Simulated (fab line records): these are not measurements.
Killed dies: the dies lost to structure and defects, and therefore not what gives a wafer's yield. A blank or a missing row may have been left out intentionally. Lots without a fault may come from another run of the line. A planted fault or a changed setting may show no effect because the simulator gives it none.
Comparing a struck lot with a sound one	flow gf180mcu	44 out of 602 route steps
Sound: these wafers, L466.4, L466.5, L466.6. The struck wafers were L453.1, L453.4, L453.5. The cause comes at the end.
Per side, at each step with rows, come the tool, then ch with its chambers, and then its first start. Under that, the readings that differ: sound wafers	struck wafers	difference of the means	sigmas: that difference in standard deviations of wafers without a fault.
alike: same words and numbers on both sides, and readings whose means sit less than 2 such deviations apart. not compared: any withheld reading, any reading some wafer has no value for, any bound like >300 that may hide the same value, and any number with overlapping values for which the record gives no deviation.
A row with sigmas, a row that says differs or no value, or rows on one side alone: a step with any of these is where the two part. Non-overlapping numbers with no deviation appear without sigmas and do not part them. A reading that every wafer of one side lacks parts them only if that side has two wafers or more.

first, 5 steps without rows for these wafers: GF_HV_LDD_COAT_02 (resist thk 1000 nm); GF_HV_LDD_SOFTBAKE_03 (time 60 s); GF_HV_LDD_EXPOSE_04 (exposes mask Nplus LV AREA, target cd 400 nm); GF_HV_LDD_PEB_05; GF_HV_LDD_DEVELOP_06 (develop time 60 s).
GF_HV_LDD_CD_MEAS_07 targets a cd of 400 nm.
  sound on cdSem-01, day 16 01:28; struck on cdSem-01, day 11 23:44
  alike: cdNm
GF_HV_LDD_OVL_MEAS_08:
  sound on overlay-01, day 16 01:33; struck on overlay-02, day 11 23:52
  alike: HV_LDD_OVL
following that, these wafers have no rows for 1 step: GF_HV_LDD_IMPLANT_09.
GF_HV_LDD_STRIP_10: strips in O2/N2.
  sound on plasmaAsher-03 ch 0,1, day 16 01:45; struck on plasmaAsher-03 ch 0,1, day 12 00:03
  alike: drypumpMotorCurrentA, heaterPowerW, oesProductAu, stripTimeToEndpointS
  not compared: rfHoursCounterH
GF_HV_LDD_TW_MEAS_11:
  sound on filmMetro-03, day 16 01:51; struck on filmMetro-04, day 12 00:09
  alike: HV_LDD_TW
then, 2 steps without rows for these wafers: GF_HV_LDD_DEHYDRATE_12 (time 60 s); GF_HV_LDD_HMDS_13 (prime time 60 s).
GF_HV_LDD_COAT_14: resist thk 1000 nm.
  sound on lithoTrack-04 ch 0, day 16 12:47; struck on lithoTrack-04, day 12 09:01
  no value came back on the struck wafers for chillPlateTempC (C), dispensePressureKPa (kPa); on the sound wafers chillPlateTempC (C) reads 23.22 23.19 22.95
then, 4 steps without rows for these wafers: GF_HV_LDD_SOFTBAKE_15 (time 60 s); GF_HV_LDD_EXPOSE_16 (exposes mask Pplus LV AREA, target cd 400 nm); GF_HV_LDD_PEB_17; GF_HV_LDD_DEVELOP_18 (develop time 60 s).
GF_HV_LDD_CD_MEAS_19 targets a cd of 400 nm.
  sound on cdSem-02, day 17 00:01; struck on cdSem-02, day 12 18:58
reading	sound	struck	difference	sigmas
cdNm (nm)	398.9 397.3 398.8	- - -	no value on the struck wafers	
GF_HV_LDD_OVL_MEAS_20:
  sound on overlay-02, day 17 00:06; struck on overlay-01, day 12 19:05
reading	sound	struck	difference	sigmas
HV_LDD_01_OVL (nm)	2.7 3.1 2.1	- - -	no value on the struck wafers	
following that, these wafers have no rows for 1 step: GF_HV_LDD_IMPLANT_21.
GF_HV_LDD_STRIP_22: strips in O2/N2.
  sound on plasmaAsher-03 ch 0,1, day 17 00:18; struck on plasmaAsher-01 ch 0,1, day 12 19:16
  no value came back on the struck wafers for oesProductAu (a.u.), stripTimeToEndpointS (s); on the sound wafers oesProductAu (a.u.) reads 0.736 0.736 0.736
  alike: drypumpMotorCurrentA, heaterPowerW
  not compared: rfHoursCounterH
GF_HV_LDD_TW_MEAS_23:
  sound on filmMetro-01, day 17 00:24; struck on filmMetro-03, day 12 19:22
  alike: HV_LDD_2_TW
then, 7 steps without rows for these wafers: GF_HV_LDD_DEHYDRATE_24 (time 60 s); GF_HV_LDD_HMDS_25 (prime time 60 s); GF_HV_LDD_COAT_26 (resist thk 1000 nm); GF_HV_LDD_SOFTBAKE_27 (time 60 s); GF_HV_LDD_EXPOSE_28 (exposes mask Nplus HV AREA, target cd 400 nm); GF_HV_LDD_PEB_29; GF_HV_LDD_DEVELOP_30 (develop time 60 s).
GF_HV_LDD_CD_MEAS_31 targets a cd of 400 nm.
  sound on cdSem-01, day 17 23:37; struck on cdSem-02, day 13 15:46
  alike: cdNm
GF_HV_LDD_OVL_MEAS_32:
  sound on overlay-02, day 17 23:42; struck on overlay-01, day 13 15:53
  alike: HV_LDD_02_OVL
then, 4 steps without rows for these wafers: GF_HV_LDD_IMPLANT_33; GF_HV_LDD_IMPLANT_34; GF_HV_LDD_IMPLANT_35; GF_HV_LDD_IMPLANT_36.
GF_HV_LDD_STRIP_37: strips in O2/N2.
  sound on plasmaAsher-02 ch 0,1, day 18 00:21; struck on plasmaAsher-01 ch 0,1, day 13 16:31
reading	sound	struck	difference	sigmas
stripTimeToEndpointS (s)	12.61 12.64 12.61	12.70 12.70 12.70	+0.08	+2
  alike: drypumpMotorCurrentA, heaterPowerW, oesProductAu
  not compared: rfHoursCounterH
GF_HV_LDD_TW_MEAS_38:
  sound on filmMetro-04, day 18 00:27; struck on filmMetro-03, day 13 16:37
reading	sound	struck	difference	sigmas
HV_LDD_3_TW	1432 1438 1425	1603 1596 1601	+168	+23
then, 5 steps without rows for these wafers: GF_HV_LDD_DEHYDRATE_39 (time 60 s); GF_HV_LDD_HMDS_40 (prime time 60 s); GF_HV_LDD_COAT_41 (resist thk 1000 nm); GF_HV_LDD_SOFTBAKE_42 (time 60 s); GF_HV_LDD_EXPOSE_43 (exposes mask Pplus HV AREA, target cd 400 nm).
GF_HV_LDD_TW_MEAS_50:
  sound on filmMetro-04, day 19 00:45; struck on filmMetro-03, day 14 13:22
reading	sound	struck	difference	sigmas
HV_LDD_4_TW	568 569 569	1105 1106 1110	+538	+99 or more
-- the record jumps here: 17 days lie between the struck wafers' starts before and after (it left off in module HV_LDD and takes up again in module PASSIVATION, whose first step shown is number 602 of the route) --
GF_PASSIVATION_PROBE_99:
  only the struck wafers here have rows in the record (prober-02, day 31 01:26); the sound ones have none

## WHERE THEY PART
At GF_HV_LDD_COAT_14 first; at GF_PASSIVATION_PROBE_99 last (within this record only).

WHY: the cause the simulator had injected
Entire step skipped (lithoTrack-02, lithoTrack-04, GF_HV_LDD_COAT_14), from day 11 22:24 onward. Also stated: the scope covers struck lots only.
